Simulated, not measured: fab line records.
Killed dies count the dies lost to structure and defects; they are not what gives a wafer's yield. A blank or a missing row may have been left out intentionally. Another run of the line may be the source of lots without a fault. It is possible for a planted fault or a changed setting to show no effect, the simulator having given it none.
What tool caused it? / flow sfqLine / 45 wafers from 15 lots sampled at 6 of the route's 325 steps

== WHAT THE GAUGES READ, wafer by wafer ==
SFQ_L0_RS_MEAS_901: the measuring method here is four-point-probe. Usual: L0_MONX_KI_RS gives 43.6 ohm/sq (standard deviation 0.48).
lot=L629; measured=day 1 12:34; on=filmMetro-01; L0_MONX_KI_RS (ohm/sq)=42.8 42.8 43.4; flag=
lot=L630; measured=day 1 17:34; on=filmMetro-01; L0_MONX_KI_RS (ohm/sq)=43.3 43.9 43.8; flag=
lot=L631; measured=day 1 22:34; on=filmMetro-01; L0_MONX_KI_RS (ohm/sq)=43.4 43.7 43.4; flag=
lot=L632; measured=day 2 03:34; on=filmMetro-02; L0_MONX_KI_RS (ohm/sq)=43.7 43.5 43.4; flag=
lot=L633; measured=day 2 08:36; on=filmMetro-01; L0_MONX_KI_RS (ohm/sq)=42.9 42.3 42.8; flag=
lot=L635; measured=day 2 18:34; on=filmMetro-02; L0_MONX_KI_RS (ohm/sq)=43.9 44.1 44.0; flag=
lot=L637; measured=day 3 04:35; on=filmMetro-01; L0_MONX_KI_RS (ohm/sq)=43.3 43.5 43.4; flag=
lot=L638; measured=day 3 09:35; on=filmMetro-01; L0_MONX_KI_RS (ohm/sq)=43.0 43.6 43.4; flag=
lot=L641; measured=day 4 00:49; on=filmMetro-01; L0_MONX_KI_RS (ohm/sq)=21.8 21.9 21.9; flag=OFF
lot=L642; measured=day 4 05:34; on=filmMetro-01; L0_MONX_KI_RS (ohm/sq)=44.3 43.3 43.4; flag=
lot=L648; measured=day 5 11:35; on=filmMetro-01; L0_MONX_KI_RS (ohm/sq)=43.7 43.2 43.9; flag=
lot=L649; measured=day 5 16:48; on=filmMetro-04; L0_MONX_KI_RS (ohm/sq)=21.8 22.0 21.9; flag=OFF
lot=L650; measured=day 5 21:49; on=filmMetro-01; L0_MONX_KI_RS (ohm/sq)=21.9 22.1 21.7; flag=OFF
lot=L651; measured=day 6 02:34; on=filmMetro-02; L0_MONX_KI_RS (ohm/sq)=43.7 44.1 44.4; flag=
lot=L652; measured=day 6 07:34; on=filmMetro-04; L0_MONX_KI_RS (ohm/sq)=43.3 43.9 43.4; flag=

SFQ_L0_THK_MEAS_902: measures by xrf. Usual: L0_MONX_KI_THK gives 40.0 nm (standard deviation 0.5).
lot=L629; measured=day 1 12:41; on=filmMetro-01; L0_MONX_KI_THK (nm)=40.8 41.0 40.4; flag=
lot=L630; measured=day 1 17:41; on=filmMetro-01; L0_MONX_KI_THK (nm)=40.6 40.2 39.9; flag=
lot=L631; measured=day 1 22:41; on=filmMetro-01; L0_MONX_KI_THK (nm)=40.4 40.4 40.4; flag=
lot=L632; measured=day 2 03:41; on=filmMetro-02; L0_MONX_KI_THK (nm)=39.4 40.1 39.9; flag=
lot=L633; measured=day 2 08:42; on=filmMetro-01; L0_MONX_KI_THK (nm)=40.5 41.2 40.8; flag=
lot=L635; measured=day 2 18:41; on=filmMetro-02; L0_MONX_KI_THK (nm)=39.5 39.5 39.4; flag=
lot=L637; measured=day 3 04:41; on=filmMetro-01; L0_MONX_KI_THK (nm)=40.5 40.1 40.6; flag=
lot=L638; measured=day 3 09:41; on=filmMetro-01; L0_MONX_KI_THK (nm)=40.5 40.0 40.4; flag=
lot=L641; measured=day 4 00:56; on=filmMetro-01; L0_MONX_KI_THK (nm)=80.0 79.5 79.8; flag=OFF
lot=L642; measured=day 4 05:41; on=filmMetro-01; L0_MONX_KI_THK (nm)=39.4 40.2 40.5; flag=
lot=L648; measured=day 5 11:41; on=filmMetro-01; L0_MONX_KI_THK (nm)=40.4 40.8 40.1; flag=
lot=L649; measured=day 5 16:55; on=filmMetro-04; L0_MONX_KI_THK (nm)=79.4 78.2 78.8; flag=OFF
lot=L650; measured=day 5 21:56; on=filmMetro-01; L0_MONX_KI_THK (nm)=79.8 79.6 80.8; flag=OFF
lot=L651; measured=day 6 02:41; on=filmMetro-02; L0_MONX_KI_THK (nm)=39.8 39.4 39.2; flag=
lot=L652; measured=day 6 07:41; on=filmMetro-04; L0_MONX_KI_THK (nm)=40.1 39.5 39.8; flag=

SFQ_M0_OVL_MEAS_906. Usual: M0_OVL gives -1 nm (standard deviation 5.6).
lot=L629; measured=day 11 18:16; on=overlay-02; M0_OVL (nm)=-10 -11 -6; flag=
lot=L630; measured=day 12 03:52; on=overlay-02; M0_OVL (nm)=1 -2 1; flag=
lot=L631; measured=day 12 15:52; on=overlay-01; M0_OVL (nm)=4 -3 -2; flag=
lot=L632; measured=day 13 01:37; on=overlay-01; M0_OVL (nm)=-7 -7 -1; flag=
lot=L633; measured=day 13 10:01; on=overlay-01; M0_OVL (nm)=-6 -3 5; flag=
lot=L635; measured=day 14 05:35; on=overlay-01; M0_OVL (nm)=-11 -5 -7; flag=
lot=L637; measured=day 14 19:59; on=overlay-01; M0_OVL (nm)=3 2 -5; flag=
lot=L638; measured=day 15 05:35; on=overlay-02; M0_OVL (nm)=1 -2 -2; flag=
lot=L641; measured=day 15 20:44; on=overlay-01; M0_OVL (nm)=-6 -4 1; flag=
lot=L642; measured=day 16 05:08; on=overlay-02; M0_OVL (nm)=-3 1 -4; flag=
lot=L648; measured=day 17 17:23; on=overlay-01; M0_OVL (nm)=-1 -6 -1; flag=
lot=L649; measured=day 17 18:35; on=overlay-01; M0_OVL (nm)=6 4 10; flag=
lot=L650; measured=day 17 19:47; on=overlay-02; M0_OVL (nm)=9 7 9; flag=
lot=L651; measured=day 17 22:11; on=overlay-01; M0_OVL (nm)=4 -3 0; flag=
lot=L652; measured=day 17 23:23; on=overlay-01; M0_OVL (nm)=-12 -10 -15; flag=

SFQ_I1_BOW_MEAS_912. Usual: I1_BOW gives 1 um (standard deviation 7.4).
lot=L629; measured=day 22 12:50; on=filmMetro-02; I1_BOW (um)=-1 -3 8; flag=
lot=L630; measured=day 24 02:17; on=filmMetro-01; I1_BOW (um)=-4 -4 -5; flag=
lot=L631; measured=day 24 17:28; on=filmMetro-01; I1_BOW (um)=6 -8 -1; flag=
lot=L632; measured=day 24 22:41; on=filmMetro-04; I1_BOW (um)=-8 11 9; flag=
lot=L633; measured=day 25 00:43; on=filmMetro-02; I1_BOW (um)=17 5 17; flag=
lot=L635; measured=day 26 16:17; on=filmMetro-01; I1_BOW (um)=5 9 -6; flag=
lot=L637; measured=day 27 06:57; on=filmMetro-01; I1_BOW (um)=-2 5 -1; flag=
lot=L638; measured=day 27 16:20; on=filmMetro-01; I1_BOW (um)=4 8 10; flag=
lot=L641; measured=day 28 14:00; on=filmMetro-01; I1_BOW (um)=4 1 10; flag=
lot=L642; measured=day 29 00:33; on=filmMetro-02; I1_BOW (um)=-6 10 -1; flag=
lot=L648; measured=day 31 11:16; on=filmMetro-04; I1_BOW (um)=8 -4 8; flag=
lot=L649; measured=day 31 17:15; on=filmMetro-02; I1_BOW (um)=16 13 19; flag=
lot=L650; measured=day 31 23:16; on=filmMetro-02; I1_BOW (um)=-10 2 1; flag=
lot=L651; measured=day 32 05:15; on=filmMetro-02; I1_BOW (um)=9 2 -3; flag=
lot=L652; measured=day 32 12:08; on=filmMetro-01; I1_BOW (um)=13 4 2; flag=

== WHAT TOOL EACH LOT RAN ON (gives the tool, then ch and the chambers of the sampled wafers, and finally the start) ==
lot=L629; SFQ_TRILAYER_L0_DEP_SPUTTER_003=pvdSputter-06, day 1 12:29; SFQ_TRILAYER_L0_ETCH_METAL_ETCH_008=rieMetal-04 ch 0,1, day 4 11:34
lot=L630; SFQ_TRILAYER_L0_DEP_SPUTTER_003=pvdSputter-04, day 1 17:29; SFQ_TRILAYER_L0_ETCH_METAL_ETCH_008=rieMetal-02 ch 0,1, day 4 17:34
lot=L631; SFQ_TRILAYER_L0_DEP_SPUTTER_003=pvdSputter-03, day 1 22:29; SFQ_TRILAYER_L0_ETCH_METAL_ETCH_008=rieMetal-03 ch 0,1, day 5 01:58
lot=L632; SFQ_TRILAYER_L0_DEP_SPUTTER_003=pvdSputter-04, day 2 03:29; SFQ_TRILAYER_L0_ETCH_METAL_ETCH_008=rieMetal-04 ch 1, day 5 10:34
lot=L633; SFQ_TRILAYER_L0_DEP_SPUTTER_003=pvdSputter-04, day 2 08:29; SFQ_TRILAYER_L0_ETCH_METAL_ETCH_008=rieMetal-04 ch 0, day 5 22:09
lot=L635; SFQ_TRILAYER_L0_DEP_SPUTTER_003=pvdSputter-06, day 2 18:29; SFQ_TRILAYER_L0_ETCH_METAL_ETCH_008=rieMetal-02 ch 0,1, day 6 11:23
lot=L637; SFQ_TRILAYER_L0_DEP_SPUTTER_003=pvdSputter-06, day 3 04:29; SFQ_TRILAYER_L0_ETCH_METAL_ETCH_008=rieMetal-04 ch 0,1, day 6 16:11
lot=L638; SFQ_TRILAYER_L0_DEP_SPUTTER_003=pvdSputter-06, day 3 09:29; SFQ_TRILAYER_L0_ETCH_METAL_ETCH_008=rieMetal-04 ch 0,1, day 6 23:38
lot=L641; SFQ_TRILAYER_L0_DEP_SPUTTER_003=pvdSputter-03, day 4 00:29; SFQ_TRILAYER_L0_ETCH_METAL_ETCH_008=rieMetal-02 ch 0,1, day 7 11:23
lot=L642; SFQ_TRILAYER_L0_DEP_SPUTTER_003=pvdSputter-06, day 4 05:29; SFQ_TRILAYER_L0_ETCH_METAL_ETCH_008=rieMetal-04 ch 0,1, day 7 17:23
lot=L648; SFQ_TRILAYER_L0_DEP_SPUTTER_003=pvdSputter-04, day 5 11:29; SFQ_TRILAYER_L0_ETCH_METAL_ETCH_008=rieMetal-02 ch 0,1, day 9 07:31
lot=L649; SFQ_TRILAYER_L0_DEP_SPUTTER_003=pvdSputter-06, day 5 16:29; SFQ_TRILAYER_L0_ETCH_METAL_ETCH_008=rieMetal-02 ch 0,1, day 9 08:43
lot=L650; SFQ_TRILAYER_L0_DEP_SPUTTER_003=pvdSputter-06, day 5 21:29; SFQ_TRILAYER_L0_ETCH_METAL_ETCH_008=rieMetal-03 ch 0,1, day 9 09:55
lot=L651; SFQ_TRILAYER_L0_DEP_SPUTTER_003=pvdSputter-03, day 6 02:29; SFQ_TRILAYER_L0_ETCH_METAL_ETCH_008=rieMetal-02 ch 0,1, day 9 11:34
lot=L652; SFQ_TRILAYER_L0_DEP_SPUTTER_003=pvdSputter-04, day 6 07:29; SFQ_TRILAYER_L0_ETCH_METAL_ETCH_008=rieMetal-04 ch 0,1, day 9 12:19
- SFQ_TRILAYER_L0_DEP_SPUTTER_003: material MoNx KI, target thk 40 nm, time 100 s.
- SFQ_TRILAYER_L0_ETCH_METAL_ETCH_008: etches MoNx KI in SF6/O2, stops on SiO2, target depth 50 nm, time 25 s.

== AS READ BY THE TOOLS THEMSELVES (means over the sampled wafers that have a number; for cases with no such wafer, the mark the record gives instead) ==
SFQ_TRILAYER_L0_DEP_SPUTTER_003. Usual: 30.4 % for throttleValvePct, sd 1.4.
lot=L629; tool=pvdSputter-06; throttleValvePct (%)=30.7; flag=
lot=L630; tool=pvdSputter-04; throttleValvePct (%)=29.2; flag=
lot=L631; tool=pvdSputter-03; throttleValvePct (%)=29.4; flag=
lot=L632; tool=pvdSputter-04; throttleValvePct (%)=30.2; flag=
lot=L633; tool=pvdSputter-04; throttleValvePct (%)=30.1; flag=
lot=L635; tool=pvdSputter-06; throttleValvePct (%)=31.1; flag=
lot=L637; tool=pvdSputter-06; throttleValvePct (%)=30.2; flag=
lot=L638; tool=pvdSputter-06; throttleValvePct (%)=30.9; flag=
lot=L641; tool=pvdSputter-03; throttleValvePct (%)=30.3; flag=
lot=L642; tool=pvdSputter-06; throttleValvePct (%)=32.0; flag=
lot=L648; tool=pvdSputter-04; throttleValvePct (%)=29.8; flag=
lot=L649; tool=pvdSputter-06; throttleValvePct (%)=30.2; flag=
lot=L650; tool=pvdSputter-06; throttleValvePct (%)=30.9; flag=
lot=L651; tool=pvdSputter-03; throttleValvePct (%)=30.4; flag=
lot=L652; tool=pvdSputter-04; throttleValvePct (%)=30.1; flag=

SFQ_TRILAYER_L0_ETCH_METAL_ETCH_008. Usual: drypumpMotorCurrentA 5.7 A, standard deviation 0.43; oesProductAu 0.872 a.u., standard deviation 0.007.
lot=L629; tool=rieMetal-04; drypumpMotorCurrentA (A)=5.9; oesProductAu (a.u.)=0.883; flag=
lot=L630; tool=rieMetal-02; drypumpMotorCurrentA (A)=5.3; oesProductAu (a.u.)=0.872; flag=
lot=L631; tool=rieMetal-03; drypumpMotorCurrentA (A)=6.3; oesProductAu (a.u.)=0.873; flag=
lot=L632; tool=rieMetal-04; drypumpMotorCurrentA (A)=6.0; oesProductAu (a.u.)=0.873; flag=
lot=L633; tool=rieMetal-04; drypumpMotorCurrentA (A)=5.8; oesProductAu (a.u.)=0.883; flag=
lot=L635; tool=rieMetal-02; drypumpMotorCurrentA (A)=5.3; oesProductAu (a.u.)=0.863; flag=
lot=L637; tool=rieMetal-04; drypumpMotorCurrentA (A)=5.9; oesProductAu (a.u.)=0.873; flag=
lot=L638; tool=rieMetal-04; drypumpMotorCurrentA (A)=5.9; oesProductAu (a.u.)=0.878; flag=
lot=L641; tool=rieMetal-02; drypumpMotorCurrentA (A)=5.3; oesProductAu (a.u.)=0.999; flag=OFF
lot=L642; tool=rieMetal-04; drypumpMotorCurrentA (A)=5.9; oesProductAu (a.u.)=0.870; flag=
lot=L648; tool=rieMetal-02; drypumpMotorCurrentA (A)=5.3; oesProductAu (a.u.)=0.873; flag=
lot=L649; tool=rieMetal-02; drypumpMotorCurrentA (A)=5.2; oesProductAu (a.u.)=0.989; flag=OFF
lot=L650; tool=rieMetal-03; drypumpMotorCurrentA (A)=6.1; oesProductAu (a.u.)=1.017; flag=OFF
lot=L651; tool=rieMetal-02; drypumpMotorCurrentA (A)=5.1; oesProductAu (a.u.)=0.868; flag=
lot=L652; tool=rieMetal-04; drypumpMotorCurrentA (A)=5.9; oesProductAu (a.u.)=0.875; flag=

== THE ANSWER, worked out from the rows above alone ==
Rule: a lot counts as off when the mean over its wafers that have a number is more than 3 standard deviations away from the usual mean. Also off: a lot with no number at a reading for which 4 or more lots have one. Where the step has rows for the other lots, those lots are counted as sound. Order of review: gauges by route order, followed by the tools' own readings, for which a lot's mean as printed above is used. The first step at which some lot is off is used, and at that step the reading that is off furthest; a lot without a number counts as furthest.
Off: at SFQ_L0_RS_MEAS_901 (L0_MONX_KI_RS), L641, L649, L650.
If a tool, at a process step before that reading, ran all the lots that are off and no sound lot after the first of them, it fits. The gauges at SFQ_L0_RS_MEAS_901 aren't tried: what is off there is off at SFQ_TRILAYER_L0_ETCH_METAL_ETCH_008 too, on other tools, and a gauge's error can't cause that. Of those tried, none fits.

== WHAT THE SIMULATOR HAD INSERTED ==
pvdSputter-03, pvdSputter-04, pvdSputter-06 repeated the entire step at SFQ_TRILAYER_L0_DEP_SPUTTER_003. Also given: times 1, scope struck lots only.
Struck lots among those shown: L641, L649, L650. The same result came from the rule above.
